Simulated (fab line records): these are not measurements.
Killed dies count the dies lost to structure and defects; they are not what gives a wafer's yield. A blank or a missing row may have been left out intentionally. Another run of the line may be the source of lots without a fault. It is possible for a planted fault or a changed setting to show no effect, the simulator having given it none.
The tool behind it: which one? | flow gf180mcu | Sampling: 13 lots, 39 wafers, 4 of 602 route steps

WHAT THE GAUGES READ, wafer by wafer
GF_TOP_METAL_CD_MEAS_14 targets a cd of 440 nm. Usual: cd nm reads 440.2 nm (standard deviation 2.2).
lot  | measured     | on        | cd nm (nm)        | flag
L502 | day 28 02:11 | cd sem-01 | 441.3 442.0 442.0 |
L503 | day 28 08:45 | cd sem-02 | 443.6 443.1 443.7 |
L505 | day 29 06:33 | cd sem-01 | 441.6 439.4 441.1 |
L506 | day 29 07:11 | cd sem-02 | 440.6 443.7 440.9 |
L508 | day 30 02:29 | cd sem-02 | 440.6 440.7 441.2 |
L511 | day 31 02:09 | cd sem-02 | 368.7 424.3 387.1 | OFF
L518 | day 32 12:34 | cd sem-02 | 436.0 438.4 437.7 |
L520 | day 32 23:29 | cd sem-01 | 440.9 441.1 442.5 |
L521 | day 33 05:37 | cd sem-01 | 437.2 438.2 440.0 |
L522 | day 33 08:46 | cd sem-02 | 441.8 441.7 441.2 |
L523 | day 33 15:42 | cd sem-01 | 440.6 438.6 440.5 |
L524 | day 33 20:28 | cd sem-02 | 440.0 438.1 438.9 |
L525 | day 33 23:23 | cd sem-01 | 436.7 436.7 436.9 |

GF_TOP_METAL_OVL_MEAS_15. Usual: TOP_METAL_OVL 0.1 nm, standard deviation 1.4.
lot  | measured     | on         | TOP_METAL_OVL (nm) | flag
L502 | day 28 02:18 | overlay-01 | 2.5 3.0 0.7        |
L503 | day 28 08:51 | overlay-01 | 2.3 1.4 1.6        |
L505 | day 29 06:40 | overlay-01 | 0.0 -1.1 0.6       |
L506 | day 29 07:18 | overlay-02 | -1.1 0.1 -0.4      |
L508 | day 30 02:36 | overlay-01 | -1.1 -1.3 -1.0     |
L511 | day 31 02:15 | overlay-01 | 0.3 0.0 1.0        |
L518 | day 32 12:41 | overlay-01 | 0.4 0.3 -1.2       |
L520 | day 32 23:36 | overlay-02 | -3.6 -3.5 -1.8     |
L521 | day 33 05:43 | overlay-02 | -2.6 -0.9 1.1      |
L522 | day 33 08:53 | overlay-01 | 2.0 0.8 2.3        |
L523 | day 33 15:48 | overlay-01 | 1.4 0.6 -1.8       |
L524 | day 33 20:35 | overlay-02 | -2.4 -2.7 -1.5     |
L525 | day 33 23:28 | overlay-01 | -0.5 0.7 1.5       |

WHICH TOOL RAN EACH LOT (tool, then ch and the chambers of the sampled wafers, then the start)
lot  | GF_MIM_STRIP_20                      | GF_TOP_METAL_EXPOSE_11
L502 | plasma asher-01 ch 0,1, day 25 07:42 | iline stepper-02 ch 0, day 27 16:33
L503 | plasma asher-01 ch 1, day 25 16:32   | iline stepper-02 ch 0, day 27 23:00
L505 | plasma asher-03 ch 0,1, day 26 09:24 | iline stepper-02 ch 0, day 28 20:53
L506 | plasma asher-01 ch 0,1, day 26 15:51 | iline stepper-02 ch 0, day 28 21:50
L508 | plasma asher-03 ch 0,1, day 27 13:32 | iline stepper-01 ch 0, day 29 17:07
L511 | plasma asher-03 ch 0,1, day 28 14:23 | iline stepper-02 ch 0, day 30 17:12
L518 | plasma asher-02 ch 0,1, day 30 05:41 | iline stepper-01 ch 0, day 32 04:53
L520 | plasma asher-01 ch 0,1, day 30 17:20 | iline stepper-01 ch 0, day 32 16:02
L521 | plasma asher-02 ch 0,1, day 30 23:41 | iline stepper-02 ch 0, day 32 21:29
L522 | plasma asher-03 ch 0, day 31 04:32   | iline stepper-02 ch 0, day 33 01:48
L523 | plasma asher-02 ch 0,1, day 31 10:38 | iline stepper-02 ch 0, day 33 08:18
L524 | plasma asher-03 ch 0,1, day 31 16:56 | iline stepper-02 ch 0, day 33 12:46
L525 | plasma asher-02 ch 0,1, day 31 19:05 | iline stepper-02 ch 0, day 33 15:41
- GF_MIM_STRIP_20: strips in O2/N2.
- GF_TOP_METAL_EXPOSE_11: exposes mask MetalTop, target cd 440 nm.

WHAT THE TOOLS THEMSELVES READ (means of the sampled wafers that have a number; where no wafer has one, the mark that the record gives instead)
GF_MIM_STRIP_20. Usual: drypump motor current A 5.7 A, standard deviation 0.47; heater power w 325 W, standard deviation 23; oes product au 0.692 a.u., standard deviation 0.0045; platen temp c 249.99 C, standard deviation 0.17; strip time to endpoint s 11.23 s, standard deviation 0.039.
lot  | tool            | drypump motor current A (A) | heater power w (W) | oes product au (a.u.) | platen temp c (C) | strip time to endpoint s (s) | flag
L502 | plasma asher-01 | 5.4                         | 328                | 0.689                 | 250.03            | 11.23                        |
L503 | plasma asher-01 | 5.0                         | 354                | 0.693                 | 250.02            | 11.28                        |
L505 | plasma asher-03 | 5.8                         | 311                | 0.692                 | 250.07            | 11.18                        |
L506 | plasma asher-01 | 5.2                         | 339                | 0.689                 | 249.90            | 11.27                        |
L508 | plasma asher-03 | 5.8                         | 306                | 0.690                 | 250.05            | 11.26                        |
L511 | plasma asher-03 | 5.9                         | 309                | 0.688                 | 250.04            | 11.23                        |
L518 | plasma asher-02 | 5.8                         | 331                | 0.691                 | 249.90            | 11.20                        |
L520 | plasma asher-01 | 5.2                         | 339                | 0.693                 | 249.93            | 11.26                        |
L521 | plasma asher-02 | 5.9                         | 324                | 0.688                 | 249.98            | 11.20                        |
L522 | plasma asher-03 | 5.7                         | 315                | 0.695                 | 250.01            | 11.26                        |
L523 | plasma asher-02 | 6.2                         | 346                | 0.696                 | 250.15            | 11.25                        |
L524 | plasma asher-03 | 5.8                         | 310                | 0.694                 | 250.17            | 11.23                        |
L525 | plasma asher-02 | 5.9                         | 330                | 0.696                 | 250.20            | 11.27                        |

GF_TOP_METAL_EXPOSE_11. Usual: exposure dose mJ cm2 reads 169.80 (standard deviation 0.17).
lot  | tool             | exposure dose mJ cm2 | flag
L502 | iline stepper-02 | 169.82               |
L503 | iline stepper-02 | 169.66               |
L505 | iline stepper-02 | 169.75               |
L506 | iline stepper-02 | 169.91               |
L508 | iline stepper-01 | 169.86               |
L511 | iline stepper-02 | 164.94               | OFF
L518 | iline stepper-01 | 169.65               |
L520 | iline stepper-01 | 170.04               |
L521 | iline stepper-02 | 169.82               |
L522 | iline stepper-02 | 169.58               |
L523 | iline stepper-02 | 169.80               |
L524 | iline stepper-02 | 169.82               |
L525 | iline stepper-02 | 169.59               |

THE ANSWER, worked out from the rows above alone
Rule: a lot is off if the mean of its wafers that have a number lies more than 3 standard deviations from the usual mean. A lot without any number at a reading at which 4 lots or more have one is off too. Any other lot the step has rows for is counted as sound. Order of review: gauges by route order, followed by the tools' own readings, for which a lot's mean as printed above is used. The first step at which some lot is off is used, and at that step the reading that is off furthest; a lot without a number counts as furthest.
Off: L511 (GF_TOP_METAL_CD_MEAS_14, cd nm).
A tool fits if, at a process step before that reading, it ran every lot that is off, and no sound lot after the first of them. The gauges at GF_TOP_METAL_CD_MEAS_14 aren't tried: what is off there is off at GF_TOP_METAL_EXPOSE_11 too, on other tools, and a gauge's error can't cause that. No candidate that was tried fits.

WHAT THE SIMULATOR HAD PUT IN
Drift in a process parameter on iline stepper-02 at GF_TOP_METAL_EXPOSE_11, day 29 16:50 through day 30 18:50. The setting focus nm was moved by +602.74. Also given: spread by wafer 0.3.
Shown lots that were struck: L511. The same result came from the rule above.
